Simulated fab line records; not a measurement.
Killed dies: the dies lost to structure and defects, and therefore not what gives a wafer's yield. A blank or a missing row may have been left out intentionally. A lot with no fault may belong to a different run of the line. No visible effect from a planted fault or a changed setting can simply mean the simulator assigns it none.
The tool behind it: which one? || flow gf180mcu || 39 wafers from 13 lots sampled at 4 of the route's 602 steps

== WHAT THE GAUGES READ, wafer by wafer ==
GF_SALICIDE_RS_MEAS_04: a four-point-probe measurement.
{"lot": "L460", "measured": "day 15 02:08", "on": "film-metro-04", "SALICIDE_TIN_RS (ohm/sq)": "16.0 16.2 16.5"}
{"lot": "L461", "measured": "day 15 07:19", "on": "film-metro-04", "SALICIDE_TIN_RS (ohm/sq)": "16.5 16.5 16.5"}
{"lot": "L462", "measured": "day 15 22:54", "on": "film-metro-03", "SALICIDE_TIN_RS (ohm/sq)": "16.1 15.8 16.0"}
{"lot": "L464", "measured": "day 16 14:16", "on": "film-metro-01", "SALICIDE_TIN_RS (ohm/sq)": "16.6 16.2 16.7"}
{"lot": "L465", "measured": "day 16 18:40", "on": "film-metro-04", "SALICIDE_TIN_RS (ohm/sq)": "16.5 16.8 16.9"}
{"lot": "L467", "measured": "day 17 16:32", "on": "film-metro-03", "SALICIDE_TIN_RS (ohm/sq)": "16.7 15.9 16.0"}
{"lot": "L468", "measured": "day 18 01:55", "on": "film-metro-01", "SALICIDE_TIN_RS (ohm/sq)": "16.2 16.7 16.6"}
{"lot": "L470", "measured": "day 18 21:29", "on": "film-metro-04", "SALICIDE_TIN_RS (ohm/sq)": "16.0 16.2 15.9"}
{"lot": "L473", "measured": "day 19 20:38", "on": "film-metro-04", "SALICIDE_TIN_RS (ohm/sq)": "17.9 17.7 18.2"}
{"lot": "L475", "measured": "day 20 23:28", "on": "film-metro-01", "SALICIDE_TIN_RS (ohm/sq)": "17.7 17.6 17.7"}
{"lot": "L480", "measured": "day 22 07:21", "on": "film-metro-04", "SALICIDE_TIN_RS (ohm/sq)": "16.7 16.2 16.2"}
{"lot": "L481", "measured": "day 22 12:10", "on": "film-metro-04", "SALICIDE_TIN_RS (ohm/sq)": "16.2 16.2 16.1"}
{"lot": "L483", "measured": "day 23 08:31", "on": "film-metro-04", "SALICIDE_TIN_RS (ohm/sq)": "16.4 16.2 16.3"}

GF_V3_THK_MEAS_25: measures by xrf.
{"lot": "L460", "measured": "day 22 09:08", "on": "film-metro-02", "V3_W_THK (nm)": "351 345 347"}
{"lot": "L461", "measured": "day 22 11:42", "on": "film-metro-02", "V3_W_THK (nm)": "353 355 349"}
{"lot": "L462", "measured": "day 23 07:49", "on": "film-metro-04", "V3_W_THK (nm)": "355 355 350"}
{"lot": "L464", "measured": "day 24 01:01", "on": "film-metro-04", "V3_W_THK (nm)": "363 361 360"}
{"lot": "L465", "measured": "day 24 02:50", "on": "film-metro-02", "V3_W_THK (nm)": "354 349 352"}
{"lot": "L467", "measured": "day 25 03:25", "on": "film-metro-04", "V3_W_THK (nm)": "354 346 359"}
{"lot": "L468", "measured": "day 25 07:34", "on": "film-metro-03", "V3_W_THK (nm)": "341 348 348"}
{"lot": "L470", "measured": "day 26 03:44", "on": "film-metro-03", "V3_W_THK (nm)": "344 341 346"}
{"lot": "L473", "measured": "day 27 01:14", "on": "film-metro-02", "V3_W_THK (nm)": "356 354 356"}
{"lot": "L475", "measured": "day 27 21:15", "on": "film-metro-02", "V3_W_THK (nm)": "354 356 351"}
{"lot": "L480", "measured": "day 29 00:52", "on": "film-metro-03", "V3_W_THK (nm)": "354 355 351"}
{"lot": "L481", "measured": "day 29 04:52", "on": "film-metro-02", "V3_W_THK (nm)": "353 354 349"}
{"lot": "L483", "measured": "day 29 20:48", "on": "film-metro-03", "V3_W_THK (nm)": "356 359 355"}

== WHICH TOOL RAN EACH LOT (tool, then ch and the chambers of the sampled wafers, then the start) ==
{"lot": "L460", "GF_SALICIDE_SPUTTER_02": "pvd-sputter-02, day 15 02:04", "GF_V2_CMP_04": "cmp-02 ch 0,1,2, day 19 04:57"}
{"lot": "L461", "GF_SALICIDE_SPUTTER_02": "pvd-sputter-03, day 15 07:16", "GF_V2_CMP_04": "cmp-01 ch 0,2, day 19 10:26"}
{"lot": "L462", "GF_SALICIDE_SPUTTER_02": "pvd-sputter-04, day 15 22:51", "GF_V2_CMP_04": "cmp-02 ch 0,2,3, day 20 03:46"}
{"lot": "L464", "GF_SALICIDE_SPUTTER_02": "pvd-sputter-02, day 16 14:10", "GF_V2_CMP_04": "cmp-01 ch 0,1,3, day 20 23:43"}
{"lot": "L465", "GF_SALICIDE_SPUTTER_02": "pvd-sputter-04, day 16 18:37", "GF_V2_CMP_04": "cmp-02 ch 0,1, day 21 01:10"}
{"lot": "L467", "GF_SALICIDE_SPUTTER_02": "pvd-sputter-04, day 17 16:28", "GF_V2_CMP_04": "cmp-01 ch 1,3, day 22 02:11"}
{"lot": "L468", "GF_SALICIDE_SPUTTER_02": "pvd-sputter-03, day 18 01:52", "GF_V2_CMP_04": "cmp-02 ch 0,1, day 22 07:28"}
{"lot": "L470", "GF_SALICIDE_SPUTTER_02": "pvd-sputter-03, day 18 21:24", "GF_V2_CMP_04": "cmp-02 ch 1,2,3, day 23 04:17"}
{"lot": "L473", "GF_SALICIDE_SPUTTER_02": "pvd-sputter-02, day 19 20:33", "GF_V2_CMP_04": "cmp-01 ch 1,2, day 24 04:34"}
{"lot": "L475", "GF_SALICIDE_SPUTTER_02": "pvd-sputter-02, day 20 23:25", "GF_V2_CMP_04": "cmp-02 ch 2,3, day 25 01:53"}
{"lot": "L480", "GF_SALICIDE_SPUTTER_02": "pvd-sputter-03, day 22 07:17", "GF_V2_CMP_04": "cmp-02 ch 1,2,3, day 26 07:55"}
{"lot": "L481", "GF_SALICIDE_SPUTTER_02": "pvd-sputter-03, day 22 12:06", "GF_V2_CMP_04": "cmp-01 ch 1,2,3, day 26 11:34"}
{"lot": "L483", "GF_SALICIDE_SPUTTER_02": "pvd-sputter-02, day 23 08:24", "GF_V2_CMP_04": "cmp-01 ch 2,3, day 27 04:46"}
- GF_SALICIDE_SPUTTER_02: material Co, target thk 10 nm, time 20 s.
- GF_V2_CMP_04: polishes SiO2.

== WHAT THE TOOLS THEMSELVES READ (means of the sampled wafers that have a number; where no wafer has one, the mark that the record gives instead) ==
GF_SALICIDE_SPUTTER_02.
{"lot": "L460", "tool": "pvd-sputter-02", "throttle-valve-pct (%)": 30.1}
{"lot": "L461", "tool": "pvd-sputter-03", "throttle-valve-pct (%)": 29.9}
{"lot": "L462", "tool": "pvd-sputter-04", "throttle-valve-pct (%)": 30.5}
{"lot": "L464", "tool": "pvd-sputter-02", "throttle-valve-pct (%)": 30.9}
{"lot": "L465", "tool": "pvd-sputter-04", "throttle-valve-pct (%)": 30.2}
{"lot": "L467", "tool": "pvd-sputter-04", "throttle-valve-pct (%)": 30.1}
{"lot": "L468", "tool": "pvd-sputter-03", "throttle-valve-pct (%)": 30.2}
{"lot": "L470", "tool": "pvd-sputter-03", "throttle-valve-pct (%)": 30.2}
{"lot": "L473", "tool": "pvd-sputter-02", "throttle-valve-pct (%)": 30.7}
{"lot": "L475", "tool": "pvd-sputter-02", "throttle-valve-pct (%)": 31.1}
{"lot": "L480", "tool": "pvd-sputter-03", "throttle-valve-pct (%)": 30.2}
{"lot": "L481", "tool": "pvd-sputter-03", "throttle-valve-pct (%)": 29.6}
{"lot": "L483", "tool": "pvd-sputter-02", "throttle-valve-pct (%)": 30.3}

GF_V2_CMP_04.
{"lot": "L460", "tool": "cmp-02", "motor-current-A (A)": 11.8, "slurry-filter-dp-kPa (kPa)": 13.47, "slurry-flow-ml-min": 149.9, "time-to-endpoint-s (s)": 83}
{"lot": "L461", "tool": "cmp-01", "motor-current-A (A)": 12.9, "slurry-filter-dp-kPa (kPa)": 13.36, "slurry-flow-ml-min": 150.2, "time-to-endpoint-s (s)": 77}
{"lot": "L462", "tool": "cmp-02", "motor-current-A (A)": 12.4, "slurry-filter-dp-kPa (kPa)": 13.46, "slurry-flow-ml-min": 150.0, "time-to-endpoint-s (s)": 79}
{"lot": "L464", "tool": "cmp-01", "motor-current-A (A)": 12.0, "slurry-filter-dp-kPa (kPa)": 13.60, "slurry-flow-ml-min": 150.1, "time-to-endpoint-s (s)": 77}
{"lot": "L465", "tool": "cmp-02", "motor-current-A (A)": 10.5, "slurry-filter-dp-kPa (kPa)": 13.50, "slurry-flow-ml-min": 150.0, "time-to-endpoint-s (s)": 80}
{"lot": "L467", "tool": "cmp-01", "motor-current-A (A)": 11.4, "slurry-filter-dp-kPa (kPa)": 13.56, "slurry-flow-ml-min": 150.3, "time-to-endpoint-s (s)": 72}
{"lot": "L468", "tool": "cmp-02", "motor-current-A (A)": 12.9, "slurry-filter-dp-kPa (kPa)": 13.42, "slurry-flow-ml-min": 149.6, "time-to-endpoint-s (s)": 70}
{"lot": "L470", "tool": "cmp-02", "motor-current-A (A)": 10.6, "slurry-filter-dp-kPa (kPa)": 13.50, "slurry-flow-ml-min": 150.2, "time-to-endpoint-s (s)": 81}
{"lot": "L473", "tool": "cmp-01", "motor-current-A (A)": 12.4, "slurry-filter-dp-kPa (kPa)": 13.49, "slurry-flow-ml-min": 149.8, "time-to-endpoint-s (s)": 83}
{"lot": "L475", "tool": "cmp-02", "motor-current-A (A)": 10.8, "slurry-filter-dp-kPa (kPa)": 13.46, "slurry-flow-ml-min": 149.7, "time-to-endpoint-s (s)": 79}
{"lot": "L480", "tool": "cmp-02", "motor-current-A (A)": 10.1, "slurry-filter-dp-kPa (kPa)": 13.37, "slurry-flow-ml-min": 149.4, "time-to-endpoint-s (s)": 80}
{"lot": "L481", "tool": "cmp-01", "motor-current-A (A)": 12.1, "slurry-filter-dp-kPa (kPa)": 13.50, "slurry-flow-ml-min": 150.2, "time-to-endpoint-s (s)": 77}
{"lot": "L483", "tool": "cmp-01", "motor-current-A (A)": 12.1, "slurry-filter-dp-kPa (kPa)": 13.58, "slurry-flow-ml-min": 150.5, "time-to-endpoint-s (s)": 85}

== THE ANSWER, worked out from the rows above alone ==
Rule: the usual values come from the lots themselves. The widest of any qualifying gaps counts: lots, ordered by their means at a reading, are off when they make up no more than a third of the lots, leave a main group of 4 or more, and stand apart from it by 3 or more times the standard deviation of that group's means. If all means in a main group match to the digits the tables above print for the reading, that group is not used. A lot without any number at a reading at which 4 lots or more have one is off too. The other lots that the step has rows for count as sound. Order of review: gauges by route order, followed by the tools' own readings, for which a lot's mean as printed above is used. The first step at which some lot is off is used, and at that step the reading that is off furthest; a lot without a number counts as furthest.
Off: at GF_SALICIDE_RS_MEAS_04 (SALICIDE_TIN_RS), L473, L475. Mean 16.3 ohm/sq and standard deviation 0.22 in the main group.
If a tool, at a process step before that reading, ran all the lots that are off and no sound lot after the first of them, it fits. Those tools and the gauges at GF_SALICIDE_RS_MEAS_04 are tried in the same way. None of those tried fits.

== WHAT HAD BEEN PUT IN BY THE SIMULATOR ==
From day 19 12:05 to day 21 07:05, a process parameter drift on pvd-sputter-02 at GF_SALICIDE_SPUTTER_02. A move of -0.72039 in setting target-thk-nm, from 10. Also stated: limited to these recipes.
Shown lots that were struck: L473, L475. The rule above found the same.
